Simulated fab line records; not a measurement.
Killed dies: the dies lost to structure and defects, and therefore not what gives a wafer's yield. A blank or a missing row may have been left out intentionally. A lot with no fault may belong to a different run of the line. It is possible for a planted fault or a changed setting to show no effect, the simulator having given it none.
fab line records || flow gf180mcu
[record] {"lots": 7, "wafers": 21, "last_day": 34}
route steps=602 shown DUAL_GATE@153 POLY_GATE@157
lots that met no fault: taken from a fault-free run of the same line
start_h: start of the lot's first displayed wafer, in hours after the record's first day || wait_h: hours elapsed since this lot's preceding step || " the same as in the row above || L1.1+2: a single row standing in for several wafers || - no value present, or no start provided || * or withheld: withheld || < > ~ a bound
route shown NAME@n: a module of which the file shows steps, and the number in the route of the first || usual: the fault-free wafers' mean and standard deviation || same: alike in all rows || chamber/n: place in a boat || sites: per-site readings || _std_site: the standard deviation of these || _edge_site: inner sites' mean taken away from outer sites' mean || radius_mm: for every site, how far away it sits from the centre of the wafer || mask NAME#n: copy n || behind: the last tool/chamber to shape the wafer || hold: why the lot went on hold/how many hours it stayed there/how the hold came to an end || device: the n, p or np transistor that did not switch || end of line: the tests these same wafers got at the end of their route || a step with no rows: only its recipe || killed: the dies lost at the first sort to structure and to defects; this is not the yield of the wafer || map: shows each die of a wafer: x if killed, . if not, _ if none is there
set.NAME: the setting as run; set.NAME@STEP: as run at that earlier step || model.NAME: the simulator's own value behind a step, which no gauge read
lots at selected steps of the route; one table per step, one row per wafer
services: from which hour (start_h, from the record's first day; less than 0 if before it) a tool's chamber was out of use, for how many hours, and why
[[steps]]
[step GF_DUAL_GATE_WET_ETCH_12]
[recipe] {"chemistry": "dHF", "target_depth_nm": 13, "dry": "n2_spin", "target": "SiO2", "temp_c": 25, "dilution": "100:1", "time_s": 260}
[step GF_DUAL_GATE_STRIP_13]
[recipe] {"chemistry": "O2/N2", "power_w": 1400, "pressure_mtorr": 1500, "platen_temp_c": 250, "o2_flow_sccm": 3000, "n2_flow_sccm": 300, "overash_fraction": 0.5}
[usual] {"drypump_motor_current_A": "5.8/0.47", "heater_power_w": "308/26", "oes_product_au": "0.715/0.005", "strip_time_to_endpoint_s": "12.63/0.037"}
{"lot.wafer": "L143.2", "tool": "plasma_asher-02", "chamber": 1, "start_h": 189.30, "wait_h": 0.0, "drypump_motor_current_A": 6.2, "heater_power_w": 271, "oes_product_au": 0.718, "rf_hours_counter_h": 38, "strip_time_to_endpoint_s": 12.67}
{"lot.wafer": "L143.5", "tool": "plasma_asher-02", "chamber": 1, "start_h": 189.30, "wait_h": 0.0, "drypump_motor_current_A": 6.2, "heater_power_w": 274, "oes_product_au": 0.724, "rf_hours_counter_h": "-", "strip_time_to_endpoint_s": 12.68}
{"lot.wafer": "L143.6", "tool": "plasma_asher-02", "chamber": 0, "start_h": 189.30, "wait_h": 0.0, "drypump_motor_current_A": 6.4, "heater_power_w": 317, "oes_product_au": 0.724, "rf_hours_counter_h": "-", "strip_time_to_endpoint_s": 12.66}
{"lot.wafer": "L146.3", "tool": "plasma_asher-01", "chamber": 1, "start_h": 210.58, "wait_h": 0.0, "drypump_motor_current_A": 5.3, "heater_power_w": 284, "oes_product_au": 0.711, "rf_hours_counter_h": "-", "strip_time_to_endpoint_s": 12.62}
{"lot.wafer": "L146.5", "tool": "plasma_asher-01", "chamber": 1, "start_h": 210.58, "wait_h": 0.0, "drypump_motor_current_A": 5.3, "heater_power_w": 291, "oes_product_au": 0.713, "rf_hours_counter_h": "-", "strip_time_to_endpoint_s": 12.62}
{"lot.wafer": "L146.6", "tool": "plasma_asher-01", "chamber": 0, "start_h": 210.58, "wait_h": 0.0, "drypump_motor_current_A": 5.2, "heater_power_w": 319, "oes_product_au": 0.727, "rf_hours_counter_h": "-", "strip_time_to_endpoint_s": 12.63}
{"lot.wafer": "L148.2", "tool": "plasma_asher-04", "chamber": 1, "start_h": 224.85, "wait_h": 0.0, "drypump_motor_current_A": 5.5, "heater_power_w": 343, "oes_product_au": 0.715, "rf_hours_counter_h": 61, "strip_time_to_endpoint_s": 12.57}
{"lot.wafer": "L148.3", "tool": "plasma_asher-04", "chamber": 0, "start_h": 224.85, "wait_h": 0.0, "drypump_motor_current_A": 5.7, "heater_power_w": 328, "oes_product_au": 0.715, "rf_hours_counter_h": "-", "strip_time_to_endpoint_s": 12.59}
{"lot.wafer": "L148.4", "tool": "plasma_asher-04", "chamber": 1, "start_h": 224.85, "wait_h": 0.0, "drypump_motor_current_A": 5.5, "heater_power_w": 350, "oes_product_au": 0.713, "rf_hours_counter_h": "-", "strip_time_to_endpoint_s": 12.62}
{"lot.wafer": "L160.1", "tool": "plasma_asher-04", "chamber": 0, "start_h": 308.54, "wait_h": 0.0, "drypump_motor_current_A": 5.7, "heater_power_w": 339, "oes_product_au": 0.717, "rf_hours_counter_h": 69, "strip_time_to_endpoint_s": 12.64}
{"lot.wafer": "L160.4", "tool": "plasma_asher-04", "chamber": 0, "start_h": 308.54, "wait_h": 0.0, "drypump_motor_current_A": 5.7, "heater_power_w": 334, "oes_product_au": 0.721, "rf_hours_counter_h": "-", "strip_time_to_endpoint_s": 12.61}
{"lot.wafer": "L160.6", "tool": "plasma_asher-04", "chamber": 0, "start_h": 308.54, "wait_h": 0.0, "drypump_motor_current_A": 5.7, "heater_power_w": 334, "oes_product_au": 0.715, "rf_hours_counter_h": "-", "strip_time_to_endpoint_s": 12.67}
{"lot.wafer": "L161.1", "tool": "plasma_asher-04", "chamber": 1, "start_h": 315.74, "wait_h": 0.0, "drypump_motor_current_A": 5.5, "heater_power_w": 355, "oes_product_au": 0.715, "rf_hours_counter_h": 70, "strip_time_to_endpoint_s": 12.65}
{"lot.wafer": "L161.2", "tool": "plasma_asher-04", "chamber": 0, "start_h": 315.74, "wait_h": 0.0, "drypump_motor_current_A": 5.7, "heater_power_w": 337, "oes_product_au": 0.720, "rf_hours_counter_h": 70, "strip_time_to_endpoint_s": 12.64}
{"lot.wafer": "L161.6", "tool": "plasma_asher-04", "chamber": 1, "start_h": 315.74, "wait_h": 0.0, "drypump_motor_current_A": 5.5, "heater_power_w": 344, "oes_product_au": 0.709, "rf_hours_counter_h": "-", "strip_time_to_endpoint_s": 12.68}
{"lot.wafer": "L162.3", "tool": "plasma_asher-01", "chamber": 1, "start_h": 319.63, "wait_h": 0.0, "drypump_motor_current_A": 5.2, "heater_power_w": 282, "oes_product_au": 0.719, "rf_hours_counter_h": "-", "strip_time_to_endpoint_s": 12.60}
{"lot.wafer": "L162.5", "tool": "plasma_asher-01", "chamber": 1, "start_h": 319.63, "wait_h": 0.0, "drypump_motor_current_A": 5.2, "heater_power_w": 293, "oes_product_au": 0.714, "rf_hours_counter_h": "-", "strip_time_to_endpoint_s": 12.68}
{"lot.wafer": "L162.6", "tool": "plasma_asher-01", "chamber": 0, "start_h": 319.63, "wait_h": 0.0, "drypump_motor_current_A": 5.2, "heater_power_w": 314, "oes_product_au": 0.712, "rf_hours_counter_h": "-", "strip_time_to_endpoint_s": 12.65}
{"lot.wafer": "L164.1", "tool": "plasma_asher-02", "chamber": 0, "start_h": 341.49, "wait_h": 0.0, "drypump_motor_current_A": 6.4, "heater_power_w": 307, "oes_product_au": 0.714, "rf_hours_counter_h": 53, "strip_time_to_endpoint_s": 12.61}
{"lot.wafer": "L164.4", "tool": "plasma_asher-02", "chamber": 1, "start_h": 341.49, "wait_h": 0.0, "drypump_motor_current_A": 6.2, "heater_power_w": 271, "oes_product_au": 0.725, "rf_hours_counter_h": "-", "strip_time_to_endpoint_s": 12.65}
{"lot.wafer": "L164.6", "tool": "plasma_asher-02", "chamber": 0, "start_h": 341.49, "wait_h": 0.0, "drypump_motor_current_A": 6.4, "heater_power_w": 312, "oes_product_au": 0.711, "rf_hours_counter_h": "-", "strip_time_to_endpoint_s": 12.60}
[step GF_DUAL_GATE_CLEAN_14]
[recipe] {"chemistry": "SC1/SC2", "mix": "1:4:20", "temp_c": 70, "time_s": 150, "dry": "n2_spin"}
[step GF_DUAL_GATE_OXIDATION_15]
[recipe] {"temp_c": 850, "ambient": "O2", "stabilise_s": 600, "purge_s": 300, "target_thk_a": 70.98, "ox_time_s": 1995}
[step GF_POLY_GATE_CVD_00]
[recipe] {"material": "poly-Si", "target_thk_nm": 200, "temp_c": 620, "time_s": 1200, "pressure_mtorr": 200}
[step GF_POLY_GATE_THK_MEAS_01]
[recipe] {"reads": "poly-Si_of_POLY_GATE_CVD_00"}
[usual] {"POLY_GATE_CVD_00_THK": "200.4/2.1"}
{"lot.wafer": "L143.2", "tool": "film_metro-03", "chamber": "-", "start_h": 197.81, "wait_h": 0.0, "POLY_GATE_CVD_00_THK[nm]": 201.9}
{"lot.wafer": "L143.5", "tool": "film_metro-03", "chamber": "-", "start_h": 197.81, "wait_h": 0.0, "POLY_GATE_CVD_00_THK[nm]": 203.2}
{"lot.wafer": "L143.6", "tool": "film_metro-03", "chamber": "-", "start_h": 197.81, "wait_h": 0.0, "POLY_GATE_CVD_00_THK[nm]": 201.9}
{"lot.wafer": "L146.3", "tool": "film_metro-03", "chamber": "-", "start_h": 213.81, "wait_h": 0.0, "POLY_GATE_CVD_00_THK[nm]": 201.9}
{"lot.wafer": "L146.5", "tool": "film_metro-03", "chamber": "-", "start_h": 213.81, "wait_h": 0.0, "POLY_GATE_CVD_00_THK[nm]": 203.1}
{"lot.wafer": "L146.6", "tool": "film_metro-03", "chamber": "-", "start_h": 213.81, "wait_h": 0.0, "POLY_GATE_CVD_00_THK[nm]": 201.0}
{"lot.wafer": "L148.2", "tool": "film_metro-02", "chamber": "-", "start_h": 227.89, "wait_h": 0.0, "POLY_GATE_CVD_00_THK[nm]": 200.2}
{"lot.wafer": "L148.3", "tool": "film_metro-02", "chamber": "-", "start_h": 227.89, "wait_h": 0.0, "POLY_GATE_CVD_00_THK[nm]": 198.7}
{"lot.wafer": "L148.4", "tool": "film_metro-02", "chamber": "-", "start_h": 227.89, "wait_h": 0.0, "POLY_GATE_CVD_00_THK[nm]": 199.3}
{"lot.wafer": "L160.1", "tool": "film_metro-03", "chamber": "-", "start_h": 311.58, "wait_h": 0.0, "POLY_GATE_CVD_00_THK[nm]": 196.5}
{"lot.wafer": "L160.4", "tool": "film_metro-03", "chamber": "-", "start_h": 311.58, "wait_h": 0.0, "POLY_GATE_CVD_00_THK[nm]": 194.5}
{"lot.wafer": "L160.6", "tool": "film_metro-03", "chamber": "-", "start_h": 311.58, "wait_h": 0.0, "POLY_GATE_CVD_00_THK[nm]": 197.1}
{"lot.wafer": "L161.1", "tool": "film_metro-02", "chamber": "-", "start_h": 319.40, "wait_h": 0.0, "POLY_GATE_CVD_00_THK[nm]": 200.5}
{"lot.wafer": "L161.2", "tool": "film_metro-02", "chamber": "-", "start_h": 319.40, "wait_h": 0.0, "POLY_GATE_CVD_00_THK[nm]": 198.2}
{"lot.wafer": "L161.6", "tool": "film_metro-02", "chamber": "-", "start_h": 319.40, "wait_h": 0.0, "POLY_GATE_CVD_00_THK[nm]": 197.2}
{"lot.wafer": "L162.3", "tool": "film_metro-03", "chamber": "-", "start_h": 323.37, "wait_h": 0.0, "POLY_GATE_CVD_00_THK[nm]": 196.1}
{"lot.wafer": "L162.5", "tool": "film_metro-03", "chamber": "-", "start_h": 323.37, "wait_h": 0.0, "POLY_GATE_CVD_00_THK[nm]": 196.4}
{"lot.wafer": "L162.6", "tool": "film_metro-03", "chamber": "-", "start_h": 323.37, "wait_h": 0.0, "POLY_GATE_CVD_00_THK[nm]": 196.3}
{"lot.wafer": "L164.1", "tool": "film_metro-02", "chamber": "-", "start_h": 345.83, "wait_h": 0.0, "POLY_GATE_CVD_00_THK[nm]": 197.1}
{"lot.wafer": "L164.4", "tool": "film_metro-02", "chamber": "-", "start_h": 345.83, "wait_h": 0.0, "POLY_GATE_CVD_00_THK[nm]": 197.1}
{"lot.wafer": "L164.6", "tool": "film_metro-02", "chamber": "-", "start_h": 345.83, "wait_h": 0.0, "POLY_GATE_CVD_00_THK[nm]": 196.8}
[step GF_POLY_GATE_DEHYDRATE_02]
[recipe] {"temp_c": 200, "time_s": 60}
[step GF_POLY_GATE_HMDS_03]
[recipe] {"prime_time_s": 60, "prime_temp_c": 120}
[step GF_POLY_GATE_COAT_04]
[recipe] {"resist": "BARC", "temp_c": "withheld", "time_s": "withheld", "spin_rpm": "withheld", "resist_thk_nm": "withheld"}
[step GF_POLY_GATE_COAT_05]
[recipe] {"resist": "KrF", "spin_rpm": "withheld", "resist_thk_nm": 700}
[step GF_POLY_GATE_SOFTBAKE_06]
[recipe] {"temp_c": 130, "time_s": 60, "resist": "KrF"}
[step GF_POLY_GATE_EXPOSE_07]
[recipe] {"mask_id": "Poly2", "target_cd_nm": 280, "na": 0.68, "source_shape": "conventional", "sigma_outer": 0.6, "dose_mj": 28}
[step GF_POLY_GATE_PEB_08]
[recipe] {"peb_temp_c": 135, "peb_time_s": 90, "resist": "KrF"}
[usual] {"chill_plate_temp_C": "22.99/0.12", "exhaust_pa": "44.9/0.88", "plate_temp_C": "135.02/0.13"}
{"lot.wafer": "L143.2", "tool": "litho_track-03", "chamber": 0, "start_h": 214.47, "wait_h": "-", "chill_plate_temp_C": 23.03, "exhaust_pa": 45.7, "plate_temp_C": 135.01}
{"lot.wafer": "L143.5", "tool": "litho_track-03", "chamber": 0, "start_h": 214.47, "wait_h": "-", "chill_plate_temp_C": 22.96, "exhaust_pa": 45.8, "plate_temp_C": 135.10}
{"lot.wafer": "L143.6", "tool": "litho_track-03", "chamber": 0, "start_h": 214.47, "wait_h": "-", "chill_plate_temp_C": 22.94, "exhaust_pa": 44.7, "plate_temp_C": 135.02}
{"lot.wafer": "L146.3", "tool": "litho_track-03", "chamber": 0, "start_h": 230.95, "wait_h": "-", "chill_plate_temp_C": 22.95, "exhaust_pa": 46.4, "plate_temp_C": 135.16}
{"lot.wafer": "L146.5", "tool": "litho_track-03", "chamber": 0, "start_h": 230.95, "wait_h": "-", "chill_plate_temp_C": 23.07, "exhaust_pa": 45.6, "plate_temp_C": 135.15}
{"lot.wafer": "L146.6", "tool": "litho_track-03", "chamber": 0, "start_h": 230.95, "wait_h": "-", "chill_plate_temp_C": 23.09, "exhaust_pa": 45.6, "plate_temp_C": 135.01}
{"lot.wafer": "L148.2", "tool": "litho_track-04", "chamber": 0, "start_h": 245.09, "wait_h": "-", "chill_plate_temp_C": 22.83, "exhaust_pa": 44.8, "plate_temp_C": 134.98}
{"lot.wafer": "L148.3", "tool": "litho_track-04", "chamber": 0, "start_h": 245.09, "wait_h": "-", "chill_plate_temp_C": 22.81, "exhaust_pa": 43.9, "plate_temp_C": 135.12}
{"lot.wafer": "L148.4", "tool": "litho_track-04", "chamber": 0, "start_h": 245.09, "wait_h": "-", "chill_plate_temp_C": 22.77, "exhaust_pa": 44.5, "plate_temp_C": 134.98}
{"lot.wafer": "L160.1", "tool": "litho_track-04", "chamber": "-", "start_h": 331.95, "wait_h": "-", "chill_plate_temp_C": "-", "exhaust_pa": "-", "plate_temp_C": "-"}
{"lot.wafer": "L160.4", "tool": "litho_track-04", "chamber": "-", "start_h": 331.95, "wait_h": "-", "chill_plate_temp_C": "-", "exhaust_pa": "-", "plate_temp_C": "-"}
{"lot.wafer": "L160.6", "tool": "litho_track-04", "chamber": "-", "start_h": 331.95, "wait_h": "-", "chill_plate_temp_C": "-", "exhaust_pa": "-", "plate_temp_C": "-"}
{"lot.wafer": "L161.1", "tool": "litho_track-03", "chamber": "-", "start_h": 340.43, "wait_h": "-", "chill_plate_temp_C": "-", "exhaust_pa": "-", "plate_temp_C": "-"}
{"lot.wafer": "L161.2", "tool": "litho_track-03", "chamber": "-", "start_h": 340.43, "wait_h": "-", "chill_plate_temp_C": "-", "exhaust_pa": "-", "plate_temp_C": "-"}
{"lot.wafer": "L161.6", "tool": "litho_track-03", "chamber": "-", "start_h": 340.43, "wait_h": "-", "chill_plate_temp_C": "-", "exhaust_pa": "-", "plate_temp_C": "-"}
{"lot.wafer": "L162.3", "tool": "litho_track-03", "chamber": "-", "start_h": 344.30, "wait_h": "-", "chill_plate_temp_C": "-", "exhaust_pa": "-", "plate_temp_C": "-"}
{"lot.wafer": "L162.5", "tool": "litho_track-03", "chamber": "-", "start_h": 344.30, "wait_h": "-", "chill_plate_temp_C": "-", "exhaust_pa": "-", "plate_temp_C": "-"}
{"lot.wafer": "L162.6", "tool": "litho_track-03", "chamber": "-", "start_h": 344.30, "wait_h": "-", "chill_plate_temp_C": "-", "exhaust_pa": "-", "plate_temp_C": "-"}
{"lot.wafer": "L164.1", "tool": "litho_track-04", "chamber": 0, "start_h": 367.70, "wait_h": "-", "chill_plate_temp_C": 22.94, "exhaust_pa": 45.2, "plate_temp_C": 135.00}
{"lot.wafer": "L164.4", "tool": "litho_track-04", "chamber": 0, "start_h": 367.70, "wait_h": "-", "chill_plate_temp_C": 23.14, "exhaust_pa": 43.7, "plate_temp_C": 134.95}
{"lot.wafer": "L164.6", "tool": "litho_track-04", "chamber": 0, "start_h": 367.70, "wait_h": "-", "chill_plate_temp_C": 23.01, "exhaust_pa": 43.0, "plate_temp_C": 135.01}
[step GF_POLY_GATE_DEVELOP_09]
[recipe] {"develop_time_s": 60, "resist": "KrF", "dev_temp_c": 21}
[[services]]
{"tool": "plasma_asher-04", "chamber": "-", "start_h": 181.34, "hours": 2.8, "kind": "pm"}
{"tool": "plasma_asher-01", "chamber": "-", "start_h": 194.26, "hours": 2.8, "kind": "pm"}
{"tool": "plasma_asher-04", "chamber": "-", "start_h": 274.57, "hours": 1.7, "kind": "repair"}
{"tool": "plasma_asher-04", "chamber": "-", "start_h": 285.25, "hours": 8.7, "kind": "repair"}
{"tool": "plasma_asher-01", "chamber": "-", "start_h": 290.04, "hours": 1.3, "kind": "repair"}
[[key]]
[first_sign] {"step": "GF_POLY_GATE_PEB_08", "reading": "tool_record", "direction": "missing"}
effect none on later readings
met_at GF_POLY_GATE_PEB_08
struck_wafers L160.1,L160.4,L160.6,L161.1,L161.2,L161.6,L162.3,L162.5,L162.6
later_rows_left_out L160.1,L160.4,L160.6,L161.1,L161.2,L161.6,L162.3,L162.5,L162.6
sort_left_out L160.1,L160.4,L160.6,L161.1,L161.2,L161.6,L162.3,L162.5,L162.6
tester_left_out L160,L161,L162
onset_between 245.09 331.95
[fault] {"kind": "skipped_step_whole", "tool": "litho_track-03,litho_track-04", "chamber": "-", "onset_h": 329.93, "steps": "GF_POLY_GATE_PEB_08", "scope": "struck_lots_only"}
// tester_left_out: of these lots the tester's yield and bins aren't shown, on N5 and GAA mostly nor the transistor test; their killed dies are dies lost to structure and defects alone, not to doping, threshold or leakage, so they don't give the yield
// sort_left_out: the simulated sort isn't trusted on such a fault, so these wafers' sort isn't shown, and their yield isn't known
// later_rows_left_out: the simulator's readings of these wafers behind a module that went badly wrong aren't trusted and aren't shown, but for the sort
